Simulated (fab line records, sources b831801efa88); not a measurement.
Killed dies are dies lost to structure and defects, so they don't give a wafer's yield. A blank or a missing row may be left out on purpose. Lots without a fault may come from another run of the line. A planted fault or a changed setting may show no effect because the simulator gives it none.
One fault seen from 2 desks | flow gf180mcu | each desk has only its own numbers; what lay behind them comes last

THE TOOL OWNER'S DESK: pvd_sputter-02
The tool's own readings at GF_V3_SPUTTER_21 (material Ti, target thk 15 nm, time 80.02 s): means of the sampled wafers that have a number, for each lot that ran on this tool. A lot is out of limits, marked OUT, if its mean lies more than 4 standard deviations from the usual mean; the brackets give that distance.
Columns: A = throttle_valve_pct at GF_V3_SPUTTER_21, usual 29.7 %
lot  | first seen here | A
L291 | day 24 12:38    | 30.8
L304 | day 28 23:41    | 31.2
L308 | day 29 19:11    | 31.4
This desk's finding: nothing out of limits on any of the 3 lots.

THE METROLOGY DESK
What the gauges read, lot by lot, whatever tool the lot ran on: means of the sampled wafers that have a number. A lot is out of limits, marked OUT, if its mean lies more than 4 standard deviations from the usual mean; the brackets give that distance.
Columns: A = cd_nm at GF_V3_CD_MEAS_14, usual 259.4 nm; B = V3_OVL at GF_V3_OVL_MEAS_15, usual -3 nm
lot  | first seen here | A     | B
L286 | day 22 12:46    | 259.5 | -7
L290 | day 24 01:02    | 260.4 | 2
L291 | day 24 11:51    | 258.4 | -1
L298 | day 27 02:34    | 261.0 | -6
L304 | day 28 22:52    | 259.1 | 0
L308 | day 29 18:23    | 258.9 | -10
This desk's finding: nothing out of limits on any of the 6 lots.

PUT TOGETHER
The tool owner's desk saw nothing out of limits.
The metrology desk saw nothing out of limits.

WHAT THE SIMULATOR HAD PUT IN
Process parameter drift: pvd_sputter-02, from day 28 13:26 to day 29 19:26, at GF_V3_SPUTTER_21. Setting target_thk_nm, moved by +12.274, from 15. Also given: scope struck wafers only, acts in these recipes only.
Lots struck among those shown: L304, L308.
